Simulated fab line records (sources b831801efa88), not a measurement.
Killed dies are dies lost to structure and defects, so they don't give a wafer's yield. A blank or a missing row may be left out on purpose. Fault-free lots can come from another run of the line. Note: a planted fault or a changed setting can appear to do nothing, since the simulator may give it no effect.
fab line records | flow sky130 | part 1 of 2: steps 1 to 31 of 43
[record] lots = 5 | wafers = 15 | lastDay = 49
route steps=708 shown NWELL@78 PWDE@84 VT_ADJUST_HVTP@85 VT_ADJUST_LVTN@97 VT_ADJUST_NCORE@119
lots untouched by any fault: they come from a run of this same line in which no faults occurred
startH: the number of hours between the record's first day and the start of the first shown wafer of the lot | waitH: time in hours since the lot's previous step | " repeats the value in the row above | L1.1+2: one row covering several wafers at once | - no value present, or no start provided | * or withheld: withheld | < > ~ a bound
route shown NAME@n: names a module that has steps shown in the file, with the first one's number in the route | usual: mean/standard deviation of fault-free wafers | same: alike in all rows | chamber/n: place in a boat | sites: the reading at each site | _std_site: standard deviation of those values | _edge_site: inner sites' mean taken away from outer sites' mean | radiusMm: how far each site lies from the wafer's centre | mask NAME#n: copy n | behind: tool/chamber where the wafer was last shaped | hold: reason for holding the lot/hours on hold/outcome of the hold | device: names the non-switching transistor (n, p or np) | end of line: the tests these same wafers got at the end of their route | a step without rows: its recipe alone | killed: count of dies lost to structure and defects at first sort (not the wafer's yield) | map: dies across one wafer; x = killed, . = not, _ = none there
set.NAME: setting as actually run; set.NAME@STEP: the setting as run at that earlier step | model.NAME: the simulator's own value behind a step, which no gauge read
certain route steps with their lots: each step a table, each wafer a row
services: the hour from which a tool's chamber was out of use, counted from the record's first day as startH (under 0 if before that day), plus the number of hours and why
[[steps]]
[step SKY_NWELL_STRIP_25]
[recipe] chemistry = O2/N2 | powerW = 1400 | pressureMtorr = 1500 | platenTempC = withheld | o2FlowSccm = 3000 | n2FlowSccm = 300 | overashFraction = 0.5
[usual] drypumpMotorCurrentA = 5.81/0.24 | oesProductAu = 0.722/0.0049 | stripTimeToEndpointS = 36.96/0.11
lot.wafer | tool           | chamber | startH | waitH | drypumpMotorCurrentA | oesProductAu | rfHoursCounterH | stripTimeToEndpointS
L079.2    | plasmaAsher-04 | 0       | 129.43 | 0.1   | 5.75                 | 0.727        | 31              | 36.97
L079.5    | "              | 1       | "      | "     | 6.07                 | 0.729        | -               | 37.08
L079.6    | "              | 0       | "      | "     | 5.76                 | 0.715        | -               | 36.92
L080.1    | plasmaAsher-02 | 1       | 141.38 | 0.1   | 5.76                 | 0.715        | 2               | 36.83
L080.3    | "              | 1       | "      | "     | 5.74                 | 0.730        | -               | 36.73
L080.6    | "              | 1       | "      | "     | 5.71                 | 0.724        | -               | 36.77
L085.2    | plasmaAsher-04 | 0       | 169.28 | 0.1   | 5.76                 | 0.726        | 35              | 36.86
L085.3    | "              | 1       | "      | "     | 6.03                 | 0.718        | -               | 37.09
L085.5    | "              | 1       | "      | "     | 6.04                 | 0.720        | -               | 36.84
L086.2    | plasmaAsher-03 | 1       | 175.52 | 0.1   | 5.34                 | 0.715        | 52              | 36.90
L086.3    | "              | 0       | "      | "     | 6.08                 | 0.723        | -               | 36.95
L086.6    | "              | 1       | "      | "     | 5.33                 | 0.724        | -               | 36.89
L089.2    | plasmaAsher-02 | 0       | 195.93 | 0.1   | 5.86                 | 0.725        | 6               | 37.08
L089.4    | "              | 0       | "      | "     | 5.86                 | 0.711        | -               | 37.09
L089.5    | "              | 1       | "      | "     | 5.76                 | 0.727        | -               | 37.12
[step SKY_NWELL_TW_MEAS_26]
[usual] NWELL_2_TW = 496/3.5
lot.wafer | tool         | chamber | startH | waitH | NWELL_2_TW
L079.2    | filmMetro-02 | -       | 129.54 | 0.1   | 495
L079.5    | "            | -       | "      | "     | 492
L079.6    | "            | -       | "      | "     | 493
L080.1    | filmMetro-03 | -       | 141.64 | 0.2   | 497
L080.3    | "            | -       | "      | "     | 498
L080.6    | "            | -       | "      | "     | 498
L085.2    | filmMetro-02 | -       | 169.39 | 0.1   | 497
L085.3    | "            | -       | "      | "     | 496
L085.5    | "            | -       | "      | "     | 495
L086.2    | filmMetro-03 | -       | 175.63 | 0.1   | 500
L086.3    | "            | -       | "      | "     | 500
L086.6    | "            | -       | "      | "     | 498
L089.2    | filmMetro-02 | -       | 196.04 | 0.1   | 493
L089.4    | "            | -       | "      | "     | 490
L089.5    | "            | -       | "      | "     | 489
[step SKY_NWELL_CLEAN_27]
[recipe] chemistry = SC1/SC2 | mix = 1:4:20 | tempC = 70 | timeS = 150 | dry = n2Spin
lot.wafer  | tool        | chamber | startH | waitH
L079.2+5+6 | wetBench-02 | 0       | 129.59 | 0.0
L080.1+3+6 | wetBench-03 | 0       | 141.70 | 0.1
L085.2+3+5 | wetBench-03 | 1       | 169.44 | 0.0
L086.2+3+6 | wetBench-03 | 2       | 175.68 | 0.0
L089.2+4+5 | wetBench-01 | 1       | 196.09 | 0.0
[step SKY_NWELL_RTA_28]
[recipe] tempC = 1050 | timeS = 30 | idleTempC = 650 | rampUpCPerS = 150 | rampDownCPerS = 90 | ambient = N2
[usual] lampPowerPct = 25.30/0.056 | wafer_temp_C_max = 1054.9/1
lot.wafer | tool         | chamber | startH | waitH | lampPowerPct | wafer_temp_C_max
L079.2    | rtpAnneal-01 | 0       | 129.66 | 0.0   | 25.35        | 1056.0
L079.5    | "            | 0       | "      | "     | 25.35        | 1054.4
L079.6    | "            | 0       | "      | "     | 25.26        | 1053.9
L080.1    | rtpAnneal-02 | 0       | 141.75 | 0.0   | 25.28        | 1056.1
L080.3    | "            | 0       | "      | "     | 25.34        | 1054.4
L080.6    | "            | 0       | "      | "     | 25.38        | 1054.3
L085.2    | rtpAnneal-02 | 0       | 169.51 | 0.0   | 25.31        | 1055.2
L085.3    | "            | 0       | "      | "     | 25.26        | 1053.5
L085.5    | "            | 0       | "      | "     | 25.30        | 1053.8
L086.2    | rtpAnneal-01 | 0       | 175.75 | 0.0   | 25.27        | 1052.9
L086.3    | "            | 0       | "      | "     | 25.16        | 1055.0
L086.6    | "            | 0       | "      | "     | 25.37        | 1056.0
L089.2    | rtpAnneal-01 | 0       | 196.15 | 0.0   | 25.37        | 1053.6
L089.4    | "            | 0       | "      | "     | 25.27        | 1055.8
L089.5    | "            | 0       | "      | "     | 25.33        | 1054.4
[step SKY_NWELL_RS_MEAS_29]
[recipe] thkMeasGauge = four-point-probe
[usual] NWELL_RS = 624.2/1.6
lot.wafer | tool         | chamber | startH | waitH | NWELL_RS[ohm/sq]
L079.2    | filmMetro-03 | -       | 129.77 | 0.1   | 622.8
L079.5    | "            | -       | "      | "     | 624.1
L079.6    | "            | -       | "      | "     | 625.8
L080.1    | filmMetro-03 | -       | 141.85 | 0.1   | 625.1
L080.3    | "            | -       | "      | "     | 625.2
L080.6    | "            | -       | "      | "     | 625.1
L085.2    | filmMetro-03 | -       | 169.61 | 0.1   | 627.0
L085.3    | "            | -       | "      | "     | 625.0
L085.5    | "            | -       | "      | "     | 626.5
L086.2    | filmMetro-02 | -       | 175.85 | 0.1   | 621.7
L086.3    | "            | -       | "      | "     | 624.1
L086.6    | "            | -       | "      | "     | 623.3
L089.2    | filmMetro-03 | -       | 196.26 | 0.1   | 621.8
L089.4    | "            | -       | "      | "     | 624.3
L089.5    | "            | -       | "      | "     | 622.9
[step SKY_NWELL_RS_MEAS_31]
[recipe] thkMeasGauge = four-point-probe
[usual] PWDE_RS = 5279/15
lot.wafer | tool         | chamber | startH | waitH | PWDE_RS[ohm/sq]
L079.2    | filmMetro-03 | -       | 130.01 | 0.1   | 5297
L079.5    | "            | -       | "      | "     | 5285
L079.6    | "            | -       | "      | "     | 5290
L080.1    | filmMetro-03 | -       | 142.09 | 0.1   | 5296
L080.3    | "            | -       | "      | "     | 5257
L080.6    | "            | -       | "      | "     | 5257
L085.2    | filmMetro-03 | -       | 169.85 | 0.1   | 5292
L085.3    | "            | -       | "      | "     | 5288
L085.5    | "            | -       | "      | "     | 5289
L086.2    | filmMetro-02 | -       | 176.09 | 0.1   | 5275
L086.3    | "            | -       | "      | "     | 5288
L086.6    | "            | -       | "      | "     | 5263
L089.2    | filmMetro-03 | -       | 196.50 | 0.1   | 5294
L089.4    | "            | -       | "      | "     | 5277
L089.5    | "            | -       | "      | "     | 5287
[step SKY_VT_ADJUST_HVTP_DEHYDRATE_00]
[recipe] tempC = 200 | timeS = 60
lot.wafer  | tool          | chamber | startH | waitH
L079.2+5+6 | lithoTrack-03 | 0       | 139.47 | 9.4
L080.1+3+6 | lithoTrack-02 | 0       | 150.34 | 8.2
L085.2+3+5 | lithoTrack-03 | 0       | 180.32 | 10.4
L086.2+3+6 | lithoTrack-02 | 0       | 186.46 | 10.3
L089.2+4+5 | lithoTrack-04 | 0       | 207.29 | 10.8
[step SKY_VT_ADJUST_HVTP_HMDS_01]
[recipe] primeTimeS = 60 | primeTempC = 120
lot.wafer  | tool          | chamber | startH | waitH
L079.2+5+6 | lithoTrack-03 | 0       | 139.62 | 0.1
L080.1+3+6 | lithoTrack-02 | 0       | 150.49 | 0.1
L085.2+3+5 | lithoTrack-03 | 0       | 180.47 | 0.1
L086.2+3+6 | lithoTrack-02 | 0       | 186.61 | 0.1
L089.2+4+5 | lithoTrack-04 | 0       | 207.44 | 0.1
[step SKY_VT_ADJUST_HVTP_COAT_02]
[recipe] resist = NOVOLAK | spinRpm = 3000 | resistThkNm = 1140
lot.wafer  | tool          | chamber | startH | waitH
L079.2+5+6 | lithoTrack-03 | 0       | 139.77 | 0.1
L080.1+3+6 | lithoTrack-02 | 0       | 150.64 | 0.1
L085.2+3+5 | lithoTrack-03 | 0       | 180.62 | 0.1
L086.2+3+6 | lithoTrack-02 | 0       | 186.76 | 0.1
L089.2+4+5 | lithoTrack-04 | 0       | 207.59 | 0.1
[step SKY_VT_ADJUST_HVTP_SOFTBAKE_03]
[recipe] tempC = 90 | timeS = 60 | resist = NOVOLAK
lot.wafer  | tool          | chamber | startH | waitH
L079.2+5+6 | lithoTrack-03 | 0       | 139.92 | 0.1
L080.1+3+6 | lithoTrack-02 | 0       | 150.79 | 0.1
L085.2+3+5 | lithoTrack-03 | 0       | 180.77 | 0.1
L086.2+3+6 | lithoTrack-02 | 0       | 186.91 | 0.1
L089.2+4+5 | lithoTrack-04 | 0       | 207.74 | 0.1
[step SKY_VT_ADJUST_HVTP_EXPOSE_04]
[recipe] maskId = HVTPM | na = 0.6 | sourceShape = conventional | sigmaOuter = 0.6 | polarization = unpolarized | targetCdNm = 380 | doseMj = 140
[usual] exposureDoseMJCm2 = 139.96/0.13 | reticleTempC = 23.01/0.11
lot.wafer | tool            | chamber | startH | waitH | mask    | exposureDoseMJCm2 | reticleTempC
L079.2    | ilineStepper-02 | 0       | -      | -     | HVTPM#0 | 140.04            | 23.04
L079.5    | "               | 0       | "      | "     | HVTPM#0 | 139.90            | 23.16
L079.6    | "               | 0       | "      | "     | HVTPM#0 | 139.95            | 22.95
L080.1    | ilineStepper-01 | 0       | -      | -     | HVTPM#0 | 139.70            | 22.92
L080.3    | "               | 0       | "      | "     | HVTPM#0 | 139.90            | 23.04
L080.6    | "               | 0       | "      | "     | HVTPM#0 | 140.00            | 22.97
L085.2    | ilineStepper-02 | 0       | -      | -     | HVTPM#0 | 140.25            | 23.13
L085.3    | "               | 0       | "      | "     | HVTPM#0 | 139.90            | 23.05
L085.5    | "               | 0       | "      | "     | HVTPM#0 | 139.89            | 23.15
L086.2    | ilineStepper-01 | 0       | -      | -     | HVTPM#0 | 140.08            | 23.10
L086.3    | "               | 0       | "      | "     | HVTPM#0 | 139.82            | 23.09
L086.6    | "               | 0       | "      | "     | HVTPM#0 | 140.27            | 23.20
L089.2    | ilineStepper-02 | 0       | -      | -     | HVTPM#0 | 139.99            | 22.82
L089.4    | "               | 0       | "      | "     | HVTPM#0 | 139.68            | 23.01
L089.5    | "               | 0       | "      | "     | HVTPM#0 | 139.91            | 23.02
[step SKY_VT_ADJUST_HVTP_PEB_05]
[recipe] tempC = withheld | timeS = * | resist = NOVOLAK
lot.wafer  | tool          | chamber | startH | waitH
L079.2+5+6 | lithoTrack-04 | 0       | -      | -
L080.1+3+6 | lithoTrack-02 | 0       | -      | -
L085.2+3+5 | lithoTrack-04 | 0       | -      | -
L086.2+3+6 | lithoTrack-04 | 0       | -      | -
L089.2+4+5 | lithoTrack-02 | 0       | -      | -
[step SKY_VT_ADJUST_HVTP_DEVELOP_06]
[recipe] resist = NOVOLAK | developer = TMAH | developTimeS = 60 | devTempC = 23
lot.wafer  | tool          | chamber | startH | waitH
L079.2+5+6 | lithoTrack-04 | 0       | 148.89 | 0.1
L080.1+3+6 | lithoTrack-02 | 0       | 160.94 | 0.1
L085.2+3+5 | lithoTrack-04 | 0       | 190.09 | 0.1
L086.2+3+6 | lithoTrack-04 | 0       | 197.19 | 0.1
L089.2+4+5 | lithoTrack-02 | 0       | 217.71 | 0.1
[step SKY_VT_ADJUST_HVTP_CD_MEAS_07]
[recipe] targetCdNm = 380
[usual] cdNm = 380.9/2.7
lot.wafer | tool     | chamber | startH | waitH | cdNm
L079.2    | cdSem-01 | -       | 149.03 | 0.1   | 376.7
L079.5    | "        | -       | "      | "     | 378.4
L079.6    | "        | -       | "      | "     | 376.3
L080.1    | cdSem-02 | -       | 161.09 | 0.1   | 381.0
L080.3    | "        | -       | "      | "     | 379.3
L080.6    | "        | -       | "      | "     | 380.7
L085.2    | cdSem-02 | -       | 190.23 | 0.1   | 382.5
L085.3    | "        | -       | "      | "     | 383.5
L085.5    | "        | -       | "      | "     | 383.9
L086.2    | cdSem-02 | -       | 197.33 | 0.1   | 383.4
L086.3    | "        | -       | "      | "     | 384.8
L086.6    | "        | -       | "      | "     | 384.5
L089.2    | cdSem-01 | -       | 217.86 | 0.1   | 379.6
L089.4    | "        | -       | "      | "     | 376.9
L089.5    | "        | -       | "      | "     | 381.2
[step SKY_VT_ADJUST_HVTP_OVL_MEAS_08]
[usual] VT_ADJUST_HVTP_OVL = 0.7/1.5
lot.wafer | tool       | chamber | startH | waitH | VT_ADJUST_HVTP_OVL[nm]
L079.2    | overlay-02 | -       | 149.14 | 0.1   | -0.9
L079.5    | "          | -       | "      | "     | 0.0
L079.6    | "          | -       | "      | "     | -0.9
L080.1    | overlay-01 | -       | 161.21 | 0.1   | 2.2
L080.3    | "          | -       | "      | "     | 2.6
L080.6    | "          | -       | "      | "     | 0.9
L085.2    | overlay-02 | -       | 190.34 | 0.1   | 3.1
L085.3    | "          | -       | "      | "     | 2.7
L085.5    | "          | -       | "      | "     | 4.0
L086.2    | overlay-02 | -       | 197.44 | 0.1   | -1.3
L086.3    | "          | -       | "      | "     | 0.2
L086.6    | "          | -       | "      | "     | -0.5
L089.2    | overlay-01 | -       | 217.96 | 0.1   | 1.0
L089.4    | "          | -       | "      | "     | 0.8
L089.5    | "          | -       | "      | "     | -0.3
[step SKY_VT_ADJUST_HVTP_IMPLANT_09]
[recipe] species = As | energyKev = 150 | doseCm2 = 4.3e+12 | tiltDeg = withheld
lot.wafer  | tool         | chamber | startH | waitH
L079.2+5+6 | implanter-04 | 0       | 149.19 | 0.0
L080.1+3+6 | implanter-04 | 0       | 161.24 | 0.0
L085.2+3+5 | implanter-04 | 0       | 190.39 | 0.0
L086.2+3+6 | implanter-04 | 0       | 197.49 | 0.0
L089.2+4+5 | implanter-04 | 0       | 218.02 | 0.0
[step SKY_VT_ADJUST_HVTP_STRIP_10]
[recipe] chemistry = O2/N2 | powerW = 1400 | pressureMtorr = 1500 | platenTempC = withheld | o2FlowSccm = 3000 | n2FlowSccm = 300 | overashFraction = 0.5
[usual] drypumpMotorCurrentA = 5.9/0.31 | oesProductAu = 0.715/0.0046 | stripTimeToEndpointS = 14.20/0.04
lot.wafer | tool           | chamber | startH | waitH | drypumpMotorCurrentA | oesProductAu | rfHoursCounterH | stripTimeToEndpointS
L079.2    | plasmaAsher-02 | 1       | 149.32 | 0.1   | 5.8                  | 0.719        | 3               | 14.22
L079.5    | "              | 0       | "      | "     | 5.9                  | 0.719        | -               | 14.30
L079.6    | "              | 1       | "      | "     | 5.7                  | 0.709        | -               | 14.26
L080.1    | plasmaAsher-01 | 1       | 161.39 | 0.1   | 6.2                  | 0.717        | 48              | 14.20
L080.3    | "              | 1       | "      | "     | 6.2                  | 0.707        | -               | 14.18
L080.6    | "              | 1       | "      | "     | 6.2                  | 0.712        | -               | 14.14
L085.2    | plasmaAsher-03 | 0       | 190.52 | 0.1   | 6.0                  | 0.715        | 53              | 14.15
L085.3    | "              | 0       | "      | "     | 6.1                  | 0.712        | -               | 14.14
L085.5    | "              | 0       | "      | "     | 6.1                  | 0.720        | -               | 14.16
L086.2    | plasmaAsher-01 | 0       | 197.62 | 0.1   | 5.9                  | 0.715        | 52              | 14.22
L086.3    | "              | 1       | "      | "     | 6.2                  | 0.709        | -               | 14.19
L086.6    | "              | 1       | "      | "     | 6.2                  | 0.717        | -               | 14.23
L089.2    | plasmaAsher-01 | 1       | 218.14 | 0.1   | 6.2                  | 0.712        | 54              | 14.22
L089.4    | "              | 1       | "      | "     | 6.2                  | 0.715        | -               | 14.22
L089.5    | "              | 1       | "      | "     | 6.2                  | 0.713        | -               | 14.19
[step SKY_VT_ADJUST_HVTP_TW_MEAS_11]
[usual] VT_ADJUST_HVTP_TW = 1362/6.5
lot.wafer | tool         | chamber | startH | waitH | VT_ADJUST_HVTP_TW
L079.2    | filmMetro-03 | -       | 149.43 | 0.1   | 1359
L079.5    | "            | -       | "      | "     | 1361
L079.6    | "            | -       | "      | "     | 1354
L080.1    | filmMetro-03 | -       | 161.49 | 0.1   | 1354
L080.3    | "            | -       | "      | "     | 1364
L080.6    | "            | -       | "      | "     | 1361
L085.2    | filmMetro-03 | -       | 190.63 | 0.1   | 1359
L085.3    | "            | -       | "      | "     | 1374
L085.5    | "            | -       | "      | "     | 1365
L086.2    | filmMetro-03 | -       | 197.73 | 0.1   | 1354
L086.3    | "            | -       | "      | "     | 1357
L086.6    | "            | -       | "      | "     | 1361
L089.2    | filmMetro-03 | -       | 218.25 | 0.1   | 1374
L089.4    | "            | -       | "      | "     | 1374
L089.5    | "            | -       | "      | "     | 1360
[step SKY_VT_ADJUST_LVTN_DEHYDRATE_00]
[recipe] tempC = 200 | timeS = 60
lot.wafer  | tool          | chamber | startH | waitH
L079.2+5+6 | lithoTrack-02 | 0       | 159.21 | 9.8
L080.1+3+6 | lithoTrack-01 | 0       | 169.99 | 8.5
L085.2+3+5 | lithoTrack-01 | 0       | 201.62 | 11.0
L086.2+3+6 | lithoTrack-01 | 0       | 208.57 | 10.8
L089.2+4+5 | lithoTrack-04 | 0       | 229.94 | 11.7
[step SKY_VT_ADJUST_LVTN_HMDS_01]
[recipe] primeTimeS = 60 | primeTempC = 120
lot.wafer  | tool          | chamber | startH | waitH
L079.2+5+6 | lithoTrack-02 | 0       | 159.36 | 0.1
L080.1+3+6 | lithoTrack-01 | 0       | 170.14 | 0.1
L085.2+3+5 | lithoTrack-01 | 0       | 201.77 | 0.1
L086.2+3+6 | lithoTrack-01 | 0       | 208.72 | 0.1
L089.2+4+5 | lithoTrack-04 | 0       | 230.09 | 0.1
[step SKY_VT_ADJUST_LVTN_COAT_02]
[recipe] spinRpm = 2000 | resistThkNm = 3000
lot.wafer  | tool          | chamber | startH | waitH
L079.2+5+6 | lithoTrack-02 | 0       | 159.51 | 0.1
L080.1+3+6 | lithoTrack-01 | 0       | 170.29 | 0.1
L085.2+3+5 | lithoTrack-01 | 0       | 201.92 | 0.1
L086.2+3+6 | lithoTrack-01 | 0       | 208.87 | 0.1
L089.2+4+5 | lithoTrack-04 | 0       | 230.24 | 0.1
[step SKY_VT_ADJUST_LVTN_SOFTBAKE_03]
[recipe] tempC = 110 | timeS = withheld
lot.wafer  | tool          | chamber | startH | waitH
L079.2+5+6 | lithoTrack-02 | 0       | 159.67 | 0.1
L080.1+3+6 | lithoTrack-01 | 0       | 170.44 | 0.1
L085.2+3+5 | lithoTrack-01 | 0       | 202.07 | 0.1
L086.2+3+6 | lithoTrack-01 | 0       | 209.02 | 0.1
L089.2+4+5 | lithoTrack-04 | 0       | 230.39 | 0.1
[step SKY_VT_ADJUST_LVTN_EXPOSE_04]
[recipe] maskId = NWM_COMPLEMENT_LESS_NATIVE | na = 0.6 | sourceShape = conventional | sigmaOuter = 0.6 | polarization = unpolarized | targetCdNm = 840 | doseMj = 194
[usual] exposureDoseMJCm2 = 194.05/0.19 | reticleTempC = 22.99/0.12
lot.wafer | tool            | chamber | startH | waitH | mask                         | exposureDoseMJCm2 | reticleTempC
L079.2    | ilineStepper-01 | 0       | -      | -     | NWM_COMPLEMENT_LESS_NATIVE#0 | 193.99            | 22.78
L079.5    | "               | 0       | "      | "     | NWM_COMPLEMENT_LESS_NATIVE#0 | 194.28            | 22.79
L079.6    | "               | 0       | "      | "     | NWM_COMPLEMENT_LESS_NATIVE#0 | 194.21            | 22.86
L080.1    | ilineStepper-02 | 0       | -      | -     | NWM_COMPLEMENT_LESS_NATIVE#0 | 193.93            | 22.77
L080.3    | "               | 0       | "      | "     | NWM_COMPLEMENT_LESS_NATIVE#0 | 194.25            | 22.98
L080.6    | "               | 0       | "      | "     | NWM_COMPLEMENT_LESS_NATIVE#0 | 193.83            | 22.90
L085.2    | ilineStepper-01 | 0       | -      | -     | NWM_COMPLEMENT_LESS_NATIVE#0 | 193.97            | 23.13
L085.3    | "               | 0       | "      | "     | NWM_COMPLEMENT_LESS_NATIVE#0 | 194.03            | 22.98
L085.5    | "               | 0       | "      | "     | NWM_COMPLEMENT_LESS_NATIVE#0 | 193.90            | 23.13
L086.2    | ilineStepper-02 | 0       | -      | -     | NWM_COMPLEMENT_LESS_NATIVE#0 | 193.97            | 22.99
L086.3    | "               | 0       | "      | "     | NWM_COMPLEMENT_LESS_NATIVE#0 | 194.06            | 23.05
L086.6    | "               | 0       | "      | "     | NWM_COMPLEMENT_LESS_NATIVE#0 | 194.05            | 22.96
L089.2    | ilineStepper-01 | 0       | -      | -     | NWM_COMPLEMENT_LESS_NATIVE#0 | 194.20            | 22.89
L089.4    | "               | 0       | "      | "     | NWM_COMPLEMENT_LESS_NATIVE#0 | 194.03            | 22.85
L089.5    | "               | 0       | "      | "     | NWM_COMPLEMENT_LESS_NATIVE#0 | 194.18            | 22.86
[step SKY_VT_ADJUST_LVTN_PEB_05]
[recipe] tempC = 115 | timeS = withheld
lot.wafer  | tool          | chamber | startH | waitH
L079.2+5+6 | lithoTrack-02 | 0       | -      | -
L080.1+3+6 | lithoTrack-01 | 0       | -      | -
L085.2+3+5 | lithoTrack-01 | 0       | -      | -
L086.2+3+6 | lithoTrack-01 | 0       | -      | -
L089.2+4+5 | lithoTrack-04 | 0       | -      | -
[step SKY_VT_ADJUST_LVTN_DEVELOP_06]
[recipe] wallAngleDeg = 90 | developer = TMAH | developTimeS = 60 | devTempC = 23
lot.wafer  | tool          | chamber | startH | waitH
L079.2+5+6 | lithoTrack-02 | 0       | -      | -
L080.1+3+6 | lithoTrack-01 | 0       | -      | -
L085.2+3+5 | lithoTrack-01 | 0       | -      | -
L086.2+3+6 | lithoTrack-01 | 0       | -      | -
L089.2+4+5 | lithoTrack-04 | 0       | -      | -
[step SKY_VT_ADJUST_LVTN_OVL_MEAS_07]
[usual] VT_ADJUST_LVTN_OVL = 0.9/1.5
lot.wafer | tool       | chamber | startH | waitH | VT_ADJUST_LVTN_OVL[nm]
L079.2    | overlay-01 | -       | 168.89 | -     | -1.0
L079.5    | "          | -       | "      | "     | -2.0
L079.6    | "          | -       | "      | "     | -2.1
L080.1    | overlay-01 | -       | 182.09 | -     | -1.1
L080.3    | "          | -       | "      | "     | 1.4
L080.6    | "          | -       | "      | "     | 1.2
L085.2    | overlay-02 | -       | 212.10 | -     | 1.2
L085.3    | "          | -       | "      | "     | 0.6
L085.5    | "          | -       | "      | "     | 1.0
L086.2    | overlay-01 | -       | 219.55 | -     | 1.0
L086.3    | "          | -       | "      | "     | 0.3
L086.6    | "          | -       | "      | "     | -1.2
L089.2    | overlay-01 | -       | 241.32 | -     | 0.5
L089.4    | "          | -       | "      | "     | -0.1
L089.5    | "          | -       | "      | "     | 1.7
[step SKY_VT_ADJUST_LVTN_IMPLANT_08]
[recipe] species = B | energyKev = 30 | doseCm2 = 1.57e+12 | tiltDeg = withheld
lot.wafer  | tool         | chamber | startH | waitH
L079.2+5+6 | implanter-03 | 0       | 168.95 | 0.0
L080.1+3+6 | implanter-01 | 0       | 182.13 | 0.0
L085.2+3+5 | implanter-03 | 0       | 212.15 | 0.0
L086.2+3+6 | implanter-03 | 0       | 219.60 | 0.0
L089.2+4+5 | implanter-02 | 0       | 241.37 | 0.0
[step SKY_VT_ADJUST_LVTN_STRIP_09]
[recipe] chemistry = O2/N2 | powerW = 1400 | pressureMtorr = 1500 | platenTempC = withheld | o2FlowSccm = 3000 | n2FlowSccm = 300 | overashFraction = 0.5
[usual] drypumpMotorCurrentA = 5.8/0.34 | oesProductAu = 0.723/0.0049 | stripTimeToEndpointS = 36.94/0.1
lot.wafer | tool           | chamber | startH | waitH | drypumpMotorCurrentA | oesProductAu | rfHoursCounterH | stripTimeToEndpointS
L079.2    | plasmaAsher-04 | 1       | 169.07 | 0.1   | 6.1                  | 0.728        | 35              | 36.99
L079.5    | "              | 1       | "      | "     | 6.1                  | 0.728        | -               | 36.91
L079.6    | "              | 0       | "      | "     | 5.8                  | 0.717        | -               | 36.88
L080.1    | plasmaAsher-04 | 0       | 182.28 | 0.1   | 5.8                  | 0.721        | 36              | 36.99
L080.3    | "              | 0       | "      | "     | 5.7                  | 0.727        | -               | 36.98
L080.6    | "              | 1       | "      | "     | 6.1                  | 0.725        | -               | 36.91
L085.2    | plasmaAsher-03 | 1       | 212.28 | 0.1   | 5.3                  | 0.730        | 56              | 36.77
L085.3    | "              | 0       | "      | "     | 6.1                  | 0.719        | -               | 36.84
L085.5    | "              | 1       | "      | "     | 5.3                  | 0.716        | -               | 36.77
L086.2    | plasmaAsher-01 | 1       | 219.73 | 0.1   | 6.2                  | 0.721        | 54              | 36.97
L086.3    | "              | 1       | "      | "     | 6.3                  | 0.722        | -               | 36.90
L086.6    | "              | 1       | "      | "     | 6.2                  | 0.723        | -               | 36.89
L089.2    | plasmaAsher-03 | 1       | 241.50 | 0.1   | 5.3                  | 0.730        | 58              | 37.00
L089.4    | "              | 1       | "      | "     | 5.3                  | 0.728        | -               | 36.91
L089.5    | "              | 1       | "      | "     | 5.3                  | 0.726        | -               | 36.88
[step SKY_VT_ADJUST_LVTN_TW_MEAS_10]
[usual] VT_ADJUST_LVTN_TW = 242.1/1.6
lot.wafer | tool         | chamber | startH | waitH | VT_ADJUST_LVTN_TW
L079.2    | filmMetro-03 | -       | 169.18 | 0.1   | 243.4
L079.5    | "            | -       | "      | "     | 245.1
L079.6    | "            | -       | "      | "     | 242.6
L080.1    | filmMetro-01 | -       | 182.38 | 0.1   | 242.4
L080.3    | "            | -       | "      | "     | 241.2
L080.6    | "            | -       | "      | "     | 243.0
L085.2    | filmMetro-02 | -       | 212.39 | 0.1   | 240.1
L085.3    | "            | -       | "      | "     | 238.6
L085.5    | "            | -       | "      | "     | 238.6
L086.2    | filmMetro-03 | -       | 219.84 | 0.1   | 244.3
L086.3    | "            | -       | "      | "     | 243.4
L086.6    | "            | -       | "      | "     | 243.6
L089.2    | filmMetro-03 | -       | 241.61 | 0.1   | 242.6
L089.4    | "            | -       | "      | "     | 242.6
L089.5    | "            | -       | "      | "     | 244.0
[step SKY_VT_ADJUST_LVTN_DEHYDRATE_11]
[recipe] tempC = 200 | timeS = 60
lot.wafer  | tool          | chamber | startH | waitH
L079.2+5+6 | lithoTrack-04 | 0       | 179.04 | 9.8
L080.1+3+6 | lithoTrack-04 | 0       | 191.36 | 9.0
L085.2+3+5 | lithoTrack-04 | 0       | 223.39 | 11.0
L086.2+3+6 | lithoTrack-02 | 0       | 231.61 | 11.8
L089.2+4+5 | lithoTrack-01 | 0       | 253.12 | 11.5
[step SKY_VT_ADJUST_LVTN_HMDS_12]
[recipe] primeTimeS = 60 | primeTempC = 120
lot.wafer  | tool          | chamber | startH | waitH
L079.2+5+6 | lithoTrack-04 | 0       | 179.19 | 0.1
L080.1+3+6 | lithoTrack-04 | 0       | 191.51 | 0.1
L085.2+3+5 | lithoTrack-04 | 0       | 223.54 | 0.1
L086.2+3+6 | lithoTrack-02 | 0       | 231.76 | 0.1
L089.2+4+5 | lithoTrack-01 | 0       | 253.27 | 0.1
